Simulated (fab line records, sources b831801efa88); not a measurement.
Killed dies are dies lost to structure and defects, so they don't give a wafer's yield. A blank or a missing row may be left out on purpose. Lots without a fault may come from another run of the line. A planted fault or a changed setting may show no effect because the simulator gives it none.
fab line records | flow gf180mcu
record lots=12 wafers=36 last_day=34
route steps=602 shown VT_IMPLANT@122 HV_LDD@186
lots that met no fault: from a run of the same line without faults
start_h: hours from the record's first day to the start of the lot's first wafer shown | wait_h: hours since the lot's step before | " the same as in the row above | L1.1+2: a row that stands for several wafers | - no value, or no start given | * or withheld: withheld | < > ~ a bound
route shown NAME@n: a module of which the file shows steps, and the number in the route of the first | usual: mean/standard deviation of fault-free wafers | same: alike in all rows | chamber/n: place in a boat | sites: the reading at each site | _std_site: their standard deviation | _edge_site: outer sites' mean less inner sites' | radius_mm: how far each site lies from the wafer's centre | mask NAME#n: copy n | behind: the tool/chamber that last shaped the wafer | hold: why the lot was held/for how many hours/how that ended | device: the transistor (n, p or np) that didn't switch | end of line: the same wafers' tests at the end of the route | a step without rows: its recipe alone | killed: dies lost to structure and defects at the first sort, not the wafer's yield | map: a wafer's dies, x killed, . not, _ none there
set.NAME: the setting as run; set.NAME@STEP: as run at that earlier step | model.NAME: the simulator's own value behind a step, which no gauge read
steps of the route over a sample of lots; a table a step, a row a wafer
services: from which hour (start_h, from the record's first day; less than 0 if before it) a tool's chamber was out of use, for how many hours, and why
## steps
# step GF_VT_IMPLANT_TW_MEAS_32
# usual VT_IMPLANT_3_TW=268.3/1.4
# columns lot.wafer tool chamber start_h wait_h VT_IMPLANT_3_TW
L199.1 film_metro-04 - 142.29 0.1 269.2
L199.3 " - " " 269.4
L199.5 " - " " 270.1
L201.3 film_metro-01 - 156.29 0.1 266.8
L201.5 " - " " 266.5
L201.6 " - " " 266.2
L203.2 film_metro-02 - 170.90 0.1 267.1
L203.3 " - " " 269.2
L203.6 " - " " 267.3
L204.3 film_metro-04 - 173.28 0.1 271.4
L204.5 " - " " 269.1
L204.6 " - " " 268.8
L205.2 film_metro-04 - 180.30 0.1 269.0
L205.4 " - " " 269.8
L205.5 " - " " 269.7
L210.2 film_metro-04 - 217.25 0.1 270.4
L210.3 " - " " 269.4
L210.6 " - " " 269.0
L213.1 film_metro-04 - 232.91 0.1 270.8
L213.4 " - " " 269.9
L213.5 " - " " 269.7
L215.2 film_metro-01 - 245.72 0.1 268.4
L215.3 " - " " 269.5
L215.6 " - " " 271.0
L216.2 film_metro-01 - 252.02 0.1 269.4
L216.4 " - " " 269.1
L216.5 " - " " 268.9
L219.2 film_metro-02 - 275.00 0.1 267.2
L219.4 " - " " 267.8
L219.5 " - " " 266.5
L221.2 film_metro-02 - 284.12 0.1 268.4
L221.3 " - " " 269.7
L221.4 " - " " 268.2
L222.4 film_metro-04 - 289.64 0.1 269.9
L222.5 " - " " 270.7
L222.6 " - " " 270.8
# step GF_HV_LDD_STRIP_10
# recipe chemistry=O2/N2 power_w=1400 pressure_mtorr=1500 platen_temp_c=250 o2_flow_sccm=3000 n2_flow_sccm=300 overash_fraction=0.5
# usual drypump_motor_current_A=5.6/0.3 heater_power_w=359/26 oes_product_au=0.717/0.0047 strip_time_to_endpoint_s=12.63/0.043
# columns lot.wafer tool chamber start_h wait_h drypump_motor_current_A heater_power_w oes_product_au rf_hours_counter_h strip_time_to_endpoint_s
L199.1 plasma_asher-02 1 216.96 0.1 6.1 343 0.718 44 12.62
L199.3 " 1 " " 6.1 338 0.717 - 12.60
L199.5 " 0 " " 5.4 369 0.715 - 12.60
L201.3 plasma_asher-01 0 232.57 0.1 5.1 344 0.724 - 12.61
L201.5 " 1 " " 5.7 334 0.720 - 12.60
L201.6 " 0 " " 5.1 336 0.720 - 12.61
L203.2 plasma_asher-02 0 247.08 0.1 5.4 359 0.718 47 12.69
L203.3 " 1 " " 6.1 340 0.714 - 12.68
L203.6 " 0 " " 5.4 369 0.716 - 12.70
L204.3 plasma_asher-01 0 251.58 0.1 5.1 338 0.715 - 12.60
L204.5 " 0 " " 5.1 346 0.717 - 12.57
L204.6 " 1 " " 5.7 341 0.709 - 12.59
L205.2 plasma_asher-02 1 259.85 0.1 6.0 332 0.719 48 12.58
L205.4 " 1 " " 6.1 340 0.720 - 12.57
L205.5 " 0 " " 5.4 352 0.730 - 12.59
L210.2 plasma_asher-02 0 301.36 0.1 5.4 358 0.718 53 12.60
L210.3 " 0 " " 5.4 377 0.711 - 12.60
L210.6 " 0 " " 5.4 359 0.714 - 12.58
L213.1 plasma_asher-02 1 318.81 0.1 6.1 331 0.712 54 12.66
L213.4 " 1 " " 6.0 329 0.714 - 12.66
L213.5 " 1 " " 6.0 347 0.720 - 12.63
L215.2 plasma_asher-04 1 334.25 0.1 5.6 356 0.722 21 12.66
L215.3 " 1 " " 5.6 357 0.717 - 12.65
L215.6 " 1 " " 5.6 352 0.716 - 12.67
L216.2 plasma_asher-04 0 338.19 0.1 5.7 404 0.719 22 12.66
L216.4 " 0 " " 5.7 406 0.719 - 12.60
L216.5 " 1 " " 5.6 360 0.705 - 12.64
L219.2 plasma_asher-02 0 365.38 0.1 5.4 370 0.717 59 12.65
L219.4 " 0 " " 5.4 363 0.713 - 12.61
L219.5 " 1 " " 6.1 346 0.715 - 12.65
L221.2 plasma_asher-04 0 376.61 0.1 5.7 413 0.722 26 12.61
L221.3 " 1 " " 5.6 362 0.720 - 12.66
L221.4 " 0 " " 5.7 412 0.721 - 12.58
L222.4 plasma_asher-01 0 382.67 0.1 5.0 342 0.709 - 12.64
L222.5 " 1 " " 5.7 338 0.717 - 12.61
L222.6 " 0 " " 5.1 339 0.722 - 12.59
# step GF_HV_LDD_OVL_MEAS_32
# usual HV_LDD_02_OVL=-0.6/1.2
# columns lot.wafer tool chamber start_h wait_h HV_LDD_02_OVL[nm]
L199.1 overlay-01 - 253.43 0.1 0.3
L199.3 " - " " 0.8
L199.5 " - " " -0.8
L201.3 overlay-02 - 269.64 0.1 -1.2
L201.5 " - " " -0.5
L201.6 " - " " -0.2
L203.2 overlay-01 - 285.22 0.1 -1.5
L203.3 " - " " -1.2
L203.6 " - " " -1.3
L204.3 overlay-01 - 289.99 0.1 0.0
L204.5 " - " " -1.1
L204.6 " - " " -1.1
L205.2 overlay-01 - 299.27 0.1 -2.1
L205.4 " - " " -2.3
L205.5 " - " " -1.7
L210.2 overlay-02 - 342.70 0.1 1.2
L210.3 " - " " -2.3
L210.6 " - " " -0.4
L213.1 overlay-01 - 362.61 0.1 1.5
L213.4 " - " " 1.4
L213.5 " - " " -0.7
L215.2 overlay-02 - 378.51 0.1 -1.8
L215.3 " - " " -2.0
L215.6 " - " " 1.0
L216.2 overlay-02 - 382.48 0.1 -1.4
L216.4 " - " " 1.2
L216.5 " - " " 1.4
L219.2 overlay-01 - 410.71 0.1 -0.1
L219.4 " - " " -0.7
L219.5 " - " " -0.2
L221.2 overlay-01 - 423.83 0.1 2.0
L221.3 " - " " -0.3
L221.4 " - " " 2.2
L222.4 overlay-01 - 429.84 0.1 -2.4
L222.5 " - " " 0.9
L222.6 " - " " -2.6
# step GF_HV_LDD_IMPLANT_35
# recipe species=P energy_kev=60 dose_cm2=7.5e+12 tilt_deg=30 rotation_deg=180
# usual beam_on_s=9.98/0.22 faraday_current_uA=42.4/0.9
# columns lot.wafer tool chamber start_h wait_h beam_on_s faraday_current_uA
L199.1 implanter-01 0 253.76 0.1 9.97 42.5
L199.3 " 0 " " 10.30 41.1
L199.5 " 0 " " 9.87 42.7
L201.3 implanter-01 0 270.01 0.1 10.12 41.8
L201.5 " 0 " " 9.87 42.8
L201.6 " 0 " " 9.82 43.2
L203.2 implanter-01 0 285.57 0.1 7.60 55.7
L203.3 " 0 " " 7.42 56.8
L203.6 " 0 " " 7.41 56.9
L204.3 implanter-01 0 290.36 0.1 7.76 54.2
L204.5 " 0 " " 7.54 56.1
L204.6 " 0 " " 7.77 54.6
L205.2 implanter-01 0 299.62 0.1 7.75 54.5
L205.4 " 0 " " 7.81 54.4
L205.5 " 0 " " 7.83 53.9
L210.2 implanter-02 0 343.06 0.1 10.36 40.8
L210.3 " 0 " " 9.92 42.4
L210.6 " 0 " " 10.38 40.8
L213.1 implanter-03 0 362.94 0.1 9.77 43.3
L213.4 " 0 " " 9.86 42.9
L213.5 " 0 " " 9.78 42.8
L215.2 implanter-01 0 378.87 0.1 10.35 40.9
L215.3 " 0 " " 9.65 43.9
L215.6 " 0 " " 9.53 44.2
L216.2 implanter-01 0 382.83 0.1 9.55 44.2
L216.4 " 0 " " 10.08 42.1
L216.5 " 0 " " 9.74 43.3
L219.2 implanter-02 0 411.07 0.1 10.01 42.2
L219.4 " 0 " " 9.74 43.3
L219.5 " 0 " " 10.02 42.1
L221.2 implanter-01 0 424.18 0.1 9.42 44.6
L221.3 " 0 " " 10.00 42.1
L221.4 " 0 " " 10.18 41.5
L222.4 implanter-01 0 430.23 0.1 10.17 41.7
L222.5 " 0 " " 9.98 42.5
L222.6 " 0 " " 10.11 41.8
# step GF_HV_LDD_TW_MEAS_38
# usual HV_LDD_3_TW=1435/6.9
# columns lot.wafer tool chamber start_h wait_h HV_LDD_3_TW
L199.1 film_metro-01 - 254.16 0.1 1443
L199.3 " - " " 1442
L199.5 " - " " 1442
L201.3 film_metro-01 - 270.38 0.1 1433
L201.5 " - " " 1433
L201.6 " - " " 1436
L203.2 film_metro-03 - 285.96 0.1 1410
L203.3 " - " " 1413
L203.6 " - " " 1423
L204.3 film_metro-02 - 290.73 0.1 1392
L204.5 " - " " 1399
L204.6 " - " " 1397
L205.2 film_metro-03 - 300.17 0.2 1414
L205.4 " - " " 1408
L205.5 " - " " 1409
L210.2 film_metro-03 - 343.48 0.1 1440
L210.3 " - " " 1444
L210.6 " - " " 1443
L213.1 film_metro-03 - 363.34 0.1 1431
L213.4 " - " " 1429
L213.5 " - " " 1431
L215.2 film_metro-01 - 379.25 0.1 1432
L215.3 " - " " 1436
L215.6 " - " " 1423
L216.2 film_metro-03 - 383.22 0.1 1427
L216.4 " - " " 1431
L216.5 " - " " 1434
L219.2 film_metro-02 - 411.45 0.1 1435
L219.4 " - " " 1441
L219.5 " - " " 1437
L221.2 film_metro-01 - 424.57 0.1 1437
L221.3 " - " " 1431
L221.4 " - " " 1433
L222.4 film_metro-03 - 430.59 0.1 1432
L222.5 " - " " 1441
L222.6 " - " " 1431
# step GF_HV_LDD_RS_MEAS_53
# recipe thk_meas_gauge=four-point-probe
# usual HV_LDD_RS=418.8/0.92
# columns lot.wafer tool chamber start_h wait_h HV_LDD_RS[ohm/sq]
L199.1 film_metro-02 - 274.09 0.1 420.2
L199.3 " - " " 420.0
L199.5 " - " " 419.8
L201.3 film_metro-03 - 290.15 0.1 420.3
L201.5 " - " " 419.0
L201.6 " - " " 419.0
L203.2 film_metro-01 - 305.96 0.1 423.2
L203.3 " - " " 424.1
L203.6 " - " " 423.5
L204.3 film_metro-01 - 310.70 0.1 423.3
L204.5 " - " " 423.9
L204.6 " - " " 423.4
L205.2 film_metro-01 - 321.08 0.1 422.5
L205.4 " - " " 422.7
L205.5 " - " " 422.5
L210.2 film_metro-03 - 364.79 0.1 418.8
L210.3 " - " " 419.7
L210.6 " - " " 420.1
L213.1 film_metro-01 - 385.71 0.1 417.2
L213.4 " - " " 416.8
L213.5 " - " " 417.3
L215.2 film_metro-01 - 403.67 0.1 418.7
L215.3 " - " " 418.1
L215.6 " - " " 418.4
L216.2 film_metro-03 - 407.38 0.1 418.6
L216.4 " - " " 417.4
L216.5 " - " " 417.7
L219.2 film_metro-01 - 436.11 0.1 418.2
L219.4 " - " " 417.9
L219.5 " - " " 418.4
L221.2 film_metro-01 - 449.49 0.1 419.3
L221.3 " - " " 418.5
L221.4 " - " " 418.8
L222.4 film_metro-02 - 455.45 0.1 418.7
L222.5 " - " " 418.9
L222.6 " - " " 418.6
## services
# columns tool chamber start_h hours kind
plasma_asher-01 - 204.39 9.4 repair
implanter-01 - 204.88 6.6 pm
implanter-03 - 228.37 5.5 pm
implanter-02 - 232.30 3.4 repair
plasma_asher-04 - 241.35 14.6 pm
implanter-02 - 251.22 6.6 repair
implanter-02 - 274.72 1.5 repair
implanter-02 - 278.55 4.1 pm
plasma_asher-04 - 284.80 1.0 repair
plasma_asher-01 - 317.65 3.2 repair
plasma_asher-01 - 330.37 0.3 repair
implanter-03 - 344.11 2.1 repair
implanter-02 - 361.64 1.4 repair
plasma_asher-02 - 373.79 15.6 pm
plasma_asher-04 - 390.33 6.0 repair
plasma_asher-04 - 419.78 1.6 repair
plasma_asher-01 - 421.25 9.0 pm
plasma_asher-01 0 421.25 9.0 vent_cycle
plasma_asher-01 1 421.25 9.0 vent_cycle
plasma_asher-01 0 430.25 - clean
plasma_asher-01 1 430.25 - clean
## key
first_sign step=GF_HV_LDD_IMPLANT_35 reading=faraday_current_uA direction=up sigmas=14 usual=42.4 struck=55.2
effect step=GF_HV_LDD_IMPLANT_35 reading=beam_on_s direction=down sigmas=11 usual=9.98 struck=7.66
effect step=GF_HV_LDD_TW_MEAS_38 reading=HV_LDD_3_TW direction=down sigmas=4.1 usual=1435 struck=1407
effect step=GF_HV_LDD_RS_MEAS_53 reading=HV_LDD_RS direction=up sigmas=4.8 usual=418.8 struck=423.2
met_at GF_HV_LDD_IMPLANT_35
struck_lots L203,L204,L205
tester_left_out L203,L204,L205
not_acting_at GF_VT_IMPLANT_TW_MEAS_32,GF_HV_LDD_STRIP_10,GF_HV_LDD_OVL_MEAS_32
onset_between 270.01 285.57
fault kind=process_parameter_drift tool=implanter-01 chamber=- onset_h=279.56 steps=GF_HV_LDD_IMPLANT_35 channel=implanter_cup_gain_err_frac offset=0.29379 shape=step end_h=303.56
# tester_left_out: of these lots the tester's yield and bins aren't shown, on N5 and GAA mostly nor the transistor test; their killed dies are dies lost to structure and defects alone, not to doping, threshold or leakage, so they don't give the yield
